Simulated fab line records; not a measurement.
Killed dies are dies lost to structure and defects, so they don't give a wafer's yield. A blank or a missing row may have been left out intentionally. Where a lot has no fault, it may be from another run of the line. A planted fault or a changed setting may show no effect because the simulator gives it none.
fab line records    flow sky130
[record] lots = 5  wafers = 15  last_day = 49
route steps=708 shown POLY_GATE@229 LDD_N@237 LDD_P@255 LDD_HVN@267
lots with no fault: from the same line, run without faults
start_h: the number of hours between the record's first day and the start of the first shown wafer of the lot    wait_h: hours from the lot's prior step to this one    " the same as in the row above    L1.1+2: one row covering several wafers at once    - either no value or no given start    * or withheld: withheld    < > ~ a bound
route shown NAME@n: a module of which the file shows steps, and the number in the route of the first    usual: the fault-free wafers' mean and standard deviation    same: alike in all rows    chamber/n: place in a boat    sites: per-site readings    _std_site: how widely they spread, as a standard deviation    _edge_site: inner sites' mean taken away from outer sites' mean    radius_mm: for every site, how far away it sits from the centre of the wafer    mask NAME#n: copy n    behind: tool/chamber where the wafer was last shaped    hold: cause of the lot's hold/its duration in hours/its outcome    device: which transistor (n, p or np) failed to switch    end of line: the route-end tests of the same wafers    where a step has no rows: the recipe by itself    killed: dies that structure and defects cost at the first sort, which is not the same as the wafer's yield    map: per-die view of a wafer (x killed, . not killed, _ where there is no die)
set.NAME: the setting that was run; set.NAME@STEP: the one run at that earlier step    model.NAME: the simulator's own value behind a step, which no gauge read
lots seen at some steps along the route; tables by step, rows by wafer
services: when a tool's chamber went out of use (start_h, in hours from the record's first day, below 0 if earlier), for how many hours, and the reason
[[steps]]
[step SKY_POLY_GATE_ETCH_15]
[recipe] chemistry = N2/H2  target = BARC  ion_energy_ev = 200  source_w = 500  bias_w = 100  pressure_mtorr = 30  n2_flow_sccm = 100  h2_flow_sccm = 200  stop_on = SiO2  time_s = 118.5  target_depth_a = 1100
[usual] drypump_motor_current_A = 5.80/0.29  oes_product_au = 0.717/0.0047  throttle_valve_pct = 13.213/0.009
lot.wafer  tool         chamber  start_h  wait_h  drypump_motor_current_A  oes_product_au  rf_hours_counter_h  throttle_valve_pct
L936.1     rie_diel-02  2        371.09   0.0     5.83                     0.722           83                  13.217
L936.3     "            3        "        "       5.62                     0.716           62                  13.216
L936.5     "            1        "        "       5.76                     0.714           -                   13.219
L938.3     rie_diel-02  3        395.23   0.0     5.64                     0.717           62                  13.220
L938.5     "            1        "        "       5.73                     0.723           -                   13.216
L938.6     "            0        "        "       6.27                     0.721           -                   13.205
L949.1     rie_diel-03  0        499.49   0.0     6.08                     0.720           81                  13.215
L949.3     "            2        "        "       5.55                     0.719           7                   13.216
L949.6     "            1        "        "       5.09                     0.715           -                   13.202
L950.1     rie_diel-01  0        507.45   0.0     5.92                     0.723           45                  13.219
L950.4     "            3        "        "       6.23                     0.714           10                  13.213
L950.5     "            1        "        "       5.57                     0.721           -                   13.224
L954.2     rie_diel-01  3        547.59   0.0     6.20                     0.715           11                  13.199
L954.4     "            0        "        "       5.92                     0.719           45                  13.213
L954.5     "            2        "        "       5.59                     0.716           -                   13.206
[step SKY_POLY_GATE_ETCH_16]
[recipe] stop_on = poly-Si  chemistry = CH3F/O2  target = Si3N4  source_w = 400  bias_w = 80  pressure_mtorr = 25  ch3f_flow_sccm = 40  O2_flow_sccm = 30  time_s = 147.5  target_depth_a = 750
[usual] drypump_motor_current_A = 5.79/0.3  oes_product_au = 0.642/0.0048  throttle_valve_pct = 10.535/0.01
lot.wafer  tool         chamber  start_h  wait_h  drypump_motor_current_A  oes_product_au  rf_hours_counter_h  throttle_valve_pct
L936.1     rie_diel-02  2        371.18   0.0     5.82                     0.641           83                  10.532
L936.3     "            3        "        "       5.62                     0.635           62                  10.532
L936.5     "            1        "        "       5.72                     0.651           -                   10.521
L938.3     rie_diel-02  3        395.31   0.0     5.62                     0.644           62                  10.535
L938.5     "            1        "        "       5.73                     0.650           -                   10.549
L938.6     "            0        "        "       6.25                     0.652           -                   10.548
L949.1     rie_diel-03  0        499.57   0.0     6.08                     0.642           81                  10.529
L949.3     "            2        "        "       5.52                     0.633           7                   10.560
L949.6     "            1        "        "       5.12                     0.644           -                   10.542
L950.1     rie_diel-01  0        507.53   0.0     5.93                     0.639           45                  10.552
L950.4     "            3        "        "       6.21                     0.641           10                  10.543
L950.5     "            1        "        "       5.57                     0.644           -                   10.537
L954.2     rie_diel-01  3        547.67   0.0     6.24                     0.647           11                  10.521
L954.4     "            0        "        "       5.94                     0.641           45                  10.533
L954.5     "            2        "        "       5.61                     0.639           -                   10.536
[step SKY_POLY_GATE_ETCH_17]
[recipe] target_depth_nm = 180  stop_on = SiO2  over_etch_frac = 0.56667  chemistry = HBr/Cl2  target = poly-Si  icp_w = 400  bias_w = 100  pressure_mtorr = 10  HBr_flow_sccm = 150  Cl2_flow_sccm = 50  time_s = 70.5
[usual] drypump_motor_current_A = 5.4/0.44  mfc_cl2_sccm = 49.99/0.15  oes_product_au = 0.988/0.0061  throttle_valve_pct = 33.685/0.0091
lot.wafer  tool       chamber  start_h  wait_h  drypump_motor_current_A  mfc_cl2_sccm  oes_product_au  rf_hours_counter_h  throttle_valve_pct
L936.1     rie_si-01  1        371.27   0.0     6.0                      49.94         0.995           37                  33.683
L936.3     "          2        "        "       4.8                      49.94         0.996           80                  33.682
L936.5     "          3        "        "       5.2                      50.12         0.991           -                   33.686
L938.3     rie_si-01  1        395.41   0.0     6.0                      49.82         1.001           38                  33.690
L938.5     "          3        "        "       5.2                      50.14         0.997           -                   33.689
L938.6     "          0        "        "       5.0                      49.80         0.986           -                   33.689
L949.1     rie_si-02  1        499.67   0.0     6.2                      49.73         0.983           0                   33.693
L949.3     "          3        "        "       5.4                      50.03         0.976           9                   33.676
L949.6     "          3        "        "       5.4                      50.23         0.986           -                   33.670
L950.1     rie_si-01  1        507.63   0.0     6.0                      49.87         0.995           39                  33.675
L950.4     "          2        "        "       4.8                      49.79         0.991           0                   33.677
L950.5     "          3        "        "       5.2                      50.17         0.993           -                   33.706
L954.2     rie_si-01  3        547.77   0.0     5.2                      49.83         0.984           5                   33.701
L954.4     "          0        "        "       5.0                      50.11         0.980           5                   33.691
L954.5     "          0        "        "       5.0                      49.94         0.998           -                   33.699
[step SKY_POLY_GATE_STRIP_18]
[recipe] chemistry = O2/N2  power_w = 1400  pressure_mtorr = 1500  platen_temp_c = withheld  o2_flow_sccm = 3000  n2_flow_sccm = 300  overash_fraction = 0.5
[step SKY_POLY_GATE_CLEAN_19]
[recipe] chemistry = SC1/SC2  mix = 1:4:20  temp_c = 70  time_s = 150  dry = n2_spin
[step SKY_POLY_GATE_OXIDATION_20]
[recipe] temp_c = 850  ambient = O2  stabilise_s = 600  purge_s = 300  target_thk_a = 40  ox_time_s = 899
[step SKY_POLY_GATE_THK_MEAS_21]
[recipe] reads = SiO2_of_POLY_GATE_OXIDATION_20
[usual] POLY_GATE_OXIDATION_THK = 4.02/0.088
lot.wafer  tool           chamber  start_h  wait_h  POLY_GATE_OXIDATION_THK[nm]
L936.1     film_metro-01  -        373.63   0.0     3.91
L936.3     "              -        "        "       4.06
L936.5     "              -        "        "       3.97
L938.3     film_metro-01  -        399.69   0.0     4.09
L938.5     "              -        "        "       4.17
L938.6     "              -        "        "       4.15
L949.1     film_metro-02  -        501.13   0.0     3.94
L949.3     "              -        "        "       4.00
L949.6     "              -        "        "       3.95
L950.1     film_metro-01  -        509.09   0.0     3.90
L950.4     "              -        "        "       4.11
L950.5     "              -        "        "       3.98
L954.2     film_metro-01  -        549.58   0.0     4.09
L954.4     "              -        "        "       3.98
L954.5     "              -        "        "       3.98
[step SKY_POLY_GATE_CD_MEAS_22]
[usual] cd_nm = 150.5/2.3
lot.wafer  tool       chamber  start_h  wait_h  cd_nm
L936.1     cd_sem-02  -        373.69   0.1     149.8
L936.3     "          -        "        "       146.7
L936.5     "          -        "        "       148.7
L938.3     cd_sem-02  -        399.79   0.1     151.2
L938.5     "          -        "        "       151.8
L938.6     "          -        "        "       150.2
L949.1     cd_sem-01  -        501.19   0.1     149.7
L949.3     "          -        "        "       151.1
L949.6     "          -        "        "       151.6
L950.1     cd_sem-02  -        509.15   0.1     147.3
L950.4     "          -        "        "       146.6
L950.5     "          -        "        "       151.3
L954.2     cd_sem-01  -        549.66   0.1     150.3
L954.4     "          -        "        "       150.6
L954.5     "          -        "        "       152.4
[step SKY_LDD_N_DEHYDRATE_00]
[recipe] temp_c = 200  time_s = 60
[step SKY_LDD_N_HMDS_01]
[recipe] prime_time_s = 60  prime_temp_c = 120
[step SKY_LDD_N_COAT_02]
[recipe] resist = NOVOLAK  spin_rpm = 3000  resist_thk_nm = 300
[step SKY_LDD_N_SOFTBAKE_03]
[recipe] temp_c = 90  time_s = 60  resist = NOVOLAK
[step SKY_LDD_N_EXPOSE_04]
[recipe] mask_id = NTM  target_cd_nm = 840  na = 0.6  source_shape = conventional  sigma_outer = 0.6  dose_mj = 110
[usual] exposure_dose_mJ_cm2 = 109.99/0.1
lot.wafer  tool              chamber  start_h  wait_h  mask    exposure_dose_mJ_cm2
L936.1     iline_stepper-02  0        387.67   -       NTM#0   109.99
L936.3     "                 0        "        "       NTM#0   109.95
L936.5     "                 0        "        "       NTM#0   110.08
L938.3     iline_stepper-01  0        415.04   -       PSDM#0  110.07
L938.5     "                 0        "        "       PSDM#0  110.01
L938.6     "                 0        "        "       PSDM#0  110.08
L949.1     iline_stepper-01  0        516.28   -       NTM#0   109.95
L949.3     "                 0        "        "       NTM#0   109.88
L949.6     "                 0        "        "       NTM#0   109.96
L950.1     iline_stepper-01  0        524.29   -       NTM#0   109.81
L950.4     "                 0        "        "       NTM#0   109.85
L950.5     "                 0        "        "       NTM#0   109.88
L954.2     iline_stepper-01  0        564.51   -       NTM#0   109.86
L954.4     "                 0        "        "       NTM#0   110.06
L954.5     "                 0        "        "       NTM#0   109.82
[step SKY_LDD_N_PEB_05]
[recipe] temp_c = withheld  time_s = *  resist = NOVOLAK
[step SKY_LDD_N_DEVELOP_06]
[recipe] develop_time_s = 60  dev_temp_c = 23.94
[step SKY_LDD_N_OVL_MEAS_07]
[usual] LDD_N_OVL = -0.1/1.3
lot.wafer  tool        chamber  start_h  wait_h  LDD_N_OVL[nm]
L936.1     overlay-02  -        402.62   0.1     0.7
L936.3     "           -        "        "       -0.7
L936.5     "           -        "        "       1.9
L938.3     overlay-02  -        429.73   0.1     -
L938.5     "           -        "        "       -
L938.6     "           -        "        "       -
L949.1     overlay-01  -        531.27   0.1     0.7
L949.3     "           -        "        "       0.2
L949.6     "           -        "        "       -0.5
L950.1     overlay-02  -        539.67   0.1     -0.5
L950.4     "           -        "        "       -1.5
L950.5     "           -        "        "       -0.3
L954.2     overlay-01  -        577.00   0.1     2.0
L954.4     "           -        "        "       -0.9
L954.5     "           -        "        "       0.5
[step SKY_LDD_N_IMPLANT_08]
[recipe] species = As  energy_kev = 20  dose_cm2 = 7.5e+13  tilt_deg = withheld  rotation_deg = 23
[step SKY_LDD_N_IMPLANT_09]
[recipe] species = As  energy_kev = 20  dose_cm2 = 7.5e+13  tilt_deg = withheld  rotation_deg = 113
[step SKY_LDD_N_IMPLANT_10]
[recipe] species = As  energy_kev = 20  dose_cm2 = 7.5e+13  tilt_deg = withheld  rotation_deg = 203
[step SKY_LDD_N_IMPLANT_11]
[recipe] species = As  energy_kev = 20  dose_cm2 = 7.5e+13  tilt_deg = withheld  rotation_deg = 293
[step SKY_LDD_N_IMPLANT_12]
[recipe] species = BF2  energy_kev = 50  dose_cm2 = 5e+12  tilt_deg = 30  rotation_deg = 0
[step SKY_LDD_N_IMPLANT_13]
[recipe] species = BF2  energy_kev = 50  dose_cm2 = 5e+12  tilt_deg = 30  rotation_deg = 90
[step SKY_LDD_N_IMPLANT_14]
[recipe] species = BF2  energy_kev = 50  dose_cm2 = 5e+12  tilt_deg = 30  rotation_deg = 180
[step SKY_LDD_N_IMPLANT_15]
[recipe] species = BF2  energy_kev = 50  dose_cm2 = 5e+12  tilt_deg = 30  rotation_deg = 270
[step SKY_LDD_N_STRIP_16]
[recipe] chemistry = O2/N2  power_w = 1400  pressure_mtorr = 1500  platen_temp_c = withheld  o2_flow_sccm = 3000  n2_flow_sccm = 300  overash_fraction = 0.5
[usual] drypump_motor_current_A = 5.8/0.36  oes_product_au = 0.406/0.0046  strip_time_to_endpoint_s = 4.314/0.015
lot.wafer  tool             chamber  start_h  wait_h  drypump_motor_current_A  oes_product_au  rf_hours_counter_h  strip_time_to_endpoint_s
L936.1     plasma_asher-02  1        403.86   0.1     6.1                      0.409           29                  4.357
L936.3     "                1        "        "       6.1                      0.405           -                   4.343
L936.5     "                1        "        "       6.1                      0.404           -                   4.329
L938.3     plasma_asher-02  1        430.99   0.1     6.1                      0.397           -                   4.315
L938.5     "                1        "        "       6.1                      0.407           -                   4.288
L938.6     "                0        "        "       5.8                      0.410           -                   4.301
L949.1     plasma_asher-01  0        532.51   0.1     6.2                      0.411           71                  4.329
L949.3     "                1        "        "       5.6                      0.411           -                   4.336
L949.6     "                1        "        "       5.6                      0.404           -                   4.319
L950.1     plasma_asher-04  0        540.91   0.1     5.9                      0.407           11                  4.302
L950.4     "                1        "        "       4.9                      0.408           -                   4.290
L950.5     "                1        "        "       4.9                      0.401           -                   4.299
L954.2     plasma_asher-02  1        578.23   0.1     6.0                      0.411           46                  4.319
L954.4     "                0        "        "       5.8                      0.405           -                   4.303
L954.5     "                1        "        "       6.0                      0.407           -                   4.317
[step SKY_LDD_N_TW_MEAS_17]
[usual] LDD_N_TW = 2574/18
lot.wafer  tool           chamber  start_h  wait_h  LDD_N_TW
L936.1     film_metro-03  -        403.96   0.1     2531
L936.3     "              -        "        "       2536
L936.5     "              -        "        "       2537
L938.3     film_metro-02  -        431.08   0.1     30
L938.5     "              -        "        "       30
L938.6     "              -        "        "       30
L949.1     film_metro-02  -        532.61   0.1     2576
L949.3     "              -        "        "       2573
L949.6     "              -        "        "       2582
L950.1     film_metro-02  -        541.01   0.1     2592
L950.4     "              -        "        "       2589
L950.5     "              -        "        "       2598
L954.2     film_metro-02  -        578.34   0.1     2568
L954.4     "              -        "        "       2590
L954.5     "              -        "        "       2568
[step SKY_LDD_P_DEHYDRATE_00]
[recipe] temp_c = 200  time_s = 60
[step SKY_LDD_P_HMDS_01]
[recipe] prime_time_s = 60  prime_temp_c = 120
[step SKY_LDD_P_COAT_02]
[recipe] resist = NOVOLAK  spin_rpm = 3000  resist_thk_nm = 1140
[step SKY_LDD_P_SOFTBAKE_03]
[recipe] temp_c = 90  time_s = 60  resist = NOVOLAK
[step SKY_LDD_P_EXPOSE_04]
[recipe] mask_id = PSDM  na = 0.6  source_shape = conventional  sigma_outer = 0.6  polarization = unpolarized  target_cd_nm = 380  dose_mj = 138
[step SKY_LDD_P_PEB_05]
[recipe] temp_c = withheld  time_s = *  resist = NOVOLAK
[step SKY_LDD_P_DEVELOP_06]
[recipe] resist = NOVOLAK  developer = TMAH  develop_time_s = 60  dev_temp_c = 23
[step SKY_LDD_P_CD_MEAS_07]
[recipe] target_cd_nm = 380
[usual] cd_nm = 379.7/2.8
lot.wafer  tool       chamber  start_h  wait_h  cd_nm
L936.1     cd_sem-01  -        433.25   0.1     386.4
L936.3     "          -        "        "       382.1
L936.5     "          -        "        "       381.2
L938.3     cd_sem-01  -        461.68   0.1     382.1
L938.5     "          -        "        "       382.8
L938.6     "          -        "        "       382.1
L949.1     cd_sem-01  -        561.74   0.1     383.1
L949.3     "          -        "        "       382.6
L949.6     "          -        "        "       381.8
L950.1     cd_sem-01  -        569.09   0.1     379.4
L950.4     "          -        "        "       383.4
L950.5     "          -        "        "       383.7
L954.2     cd_sem-02  -        607.26   0.1     379.2
L954.4     "          -        "        "       377.3
L954.5     "          -        "        "       379.4
[step SKY_LDD_P_OVL_MEAS_08]
[usual] LDD_P_OVL = 0.1/1.3
lot.wafer  tool        chamber  start_h  wait_h  LDD_P_OVL[nm]
L936.1     overlay-02  -        433.37   0.1     0.4
L936.3     "           -        "        "       -0.4
L936.5     "           -        "        "       -1.4
L938.3     overlay-01  -        461.77   0.1     1.6
L938.5     "           -        "        "       3.1
L938.6     "           -        "        "       2.1
L949.1     overlay-02  -        561.86   0.1     -0.6
L949.3     "           -        "        "       -1.6
L949.6     "           -        "        "       1.1
L950.1     overlay-02  -        569.21   0.1     -2.4
L950.4     "           -        "        "       -1.4
L950.5     "           -        "        "       -2.3
L954.2     overlay-01  -        607.36   0.1     -0.3
L954.4     "           -        "        "       0.8
L954.5     "           -        "        "       -0.5
[step SKY_LDD_P_IMPLANT_09]
[recipe] species = BF2  energy_kev = 25  dose_cm2 = 1e+13  tilt_deg = withheld
[step SKY_LDD_P_STRIP_10]
[recipe] chemistry = O2/N2  power_w = 1400  pressure_mtorr = 1500  platen_temp_c = withheld  o2_flow_sccm = 3000  n2_flow_sccm = 300  overash_fraction = 0.5
[usual] drypump_motor_current_A = 5.9/0.3  oes_product_au = 0.716/0.0044  strip_time_to_endpoint_s = 14.19/0.039
lot.wafer  tool             chamber  start_h  wait_h  drypump_motor_current_A  oes_product_au  rf_hours_counter_h  strip_time_to_endpoint_s
L936.1     plasma_asher-02  0        433.56   0.1     5.8                      0.711           32                  14.18
L936.3     "                1        "        "       6.1                      0.722           -                   14.17
L936.5     "                1        "        "       6.1                      0.712           -                   14.22
L938.3     plasma_asher-03  1        461.98   0.1     6.3                      0.720           -                   14.21
L938.5     "                0        "        "       5.6                      0.717           -                   14.18
L938.6     "                1        "        "       6.3                      0.724           -                   14.16
L949.1     plasma_asher-01  0        562.05   0.1     6.2                      0.721           74                  14.23
L949.3     "                1        "        "       5.6                      0.708           -                   14.21
L949.6     "                1        "        "       5.6                      0.716           -                   14.23
L950.1     plasma_asher-02  0        569.40   0.1     5.8                      0.712           45                  14.20
L950.4     "                0        "        "       5.8                      0.721           -                   14.15
L950.5     "                1        "        "       6.1                      0.712           -                   14.19
L954.2     plasma_asher-02  0        607.54   0.1     5.8                      0.722           50                  14.19
L954.4     "                0        "        "       5.8                      0.714           -                   14.18
L954.5     "                0        "        "       5.8                      0.717           -                   14.18
[step SKY_LDD_P_TW_MEAS_11]
[usual] LDD_P_TW = 637/4.2
lot.wafer  tool           chamber  start_h  wait_h  LDD_P_TW
L936.1     film_metro-03  -        433.66   0.1     633
L936.3     "              -        "        "       631
L936.5     "              -        "        "       639
L938.3     film_metro-04  -        462.07   0.1     2590
L938.5     "              -        "        "       2598
L938.6     "              -        "        "       2596
L949.1     film_metro-03  -        562.15   0.1     634
L949.3     "              -        "        "       636
L949.6     "              -        "        "       636
L950.1     film_metro-03  -        569.50   0.1     636
L950.4     "              -        "        "       635
L950.5     "              -        "        "       636
L954.2     film_metro-03  -        607.65   0.1     631
L954.4     "              -        "        "       634
L954.5     "              -        "        "       631
[step SKY_LDD_HVN_DEHYDRATE_00]
[recipe] temp_c = 200  time_s = 60
[[services]]
tool              chamber  start_h  hours  kind
rie_si-02         -        351.57   28.1   pm
rie_diel-01       0        376.72   9.9    repair
rie_si-02         -        379.67   4.3    pm
rie_diel-03       -        379.79   2.8    pm
rie_diel-03       3        398.28   12.8   repair
iline_stepper-02  -        404.45   15.9   repair
plasma_asher-04   -        405.52   1.9    repair
plasma_asher-04   -        421.25   9.0    pm
iline_stepper-02  -        446.39   1.7    pm
rie_diel-01       0        477.66   2.9    repair
rie_diel-02       -        478.68   2.8    pm
rie_si-02         2        491.35   17.9   repair
plasma_asher-03   -        492.14   4.3    pm
plasma_asher-03   -        497.83   2.8    pm
iline_stepper-01  -        500.47   1.7    pm
rie_diel-01       -        519.38   28.1   pm
rie_diel-03       -        546.05   0.2    repair
rie_diel-02       -        557.79   0.4    repair
rie_diel-01       -        563.39   2.8    pm
iline_stepper-01  -        567.09   4.4    repair
rie_diel-01       1        567.16   6.1    repair
rie_diel-02       -        592.47   1.2    repair
rie_diel-03       2        600.83   8.5    repair
plasma_asher-01   -        603.20   24.1   repair
[[key]]
[first_sign] step = SKY_LDD_N_EXPOSE_04  reading = mask  direction = changed
[effect] step = SKY_LDD_N_OVL_MEAS_07  reading = LDD_N_OVL  direction = missing
[effect] step = SKY_LDD_N_TW_MEAS_17  reading = LDD_N_TW  direction = down  sigmas = 99+  usual = 2574  struck = 30
[effect] step = SKY_LDD_P_TW_MEAS_11  reading = LDD_P_TW  direction = up  sigmas = 99+  usual = 637  struck = 2595
met_at SKY_LDD_N_EXPOSE_04
struck_wafers L938.3,L938.5,L938.6
sort_left_out L938.3,L938.5,L938.6
tester_left_out L938
[fault] kind = wrong_mask  tool = any  chamber = -  onset_h = 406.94  steps = SKY_LDD_N_EXPOSE_04  aux_copy = PSDM#0  scope = struck_lots_only
// tester_left_out: of these lots the tester's yield and bins aren't shown, on N5 and GAA mostly nor the transistor test; their killed dies are dies lost to structure and defects alone, not to doping, threshold or leakage, so they don't give the yield
// sort_left_out: the simulated sort isn't trusted on such a fault, so these wafers' sort isn't shown, and their yield isn't known
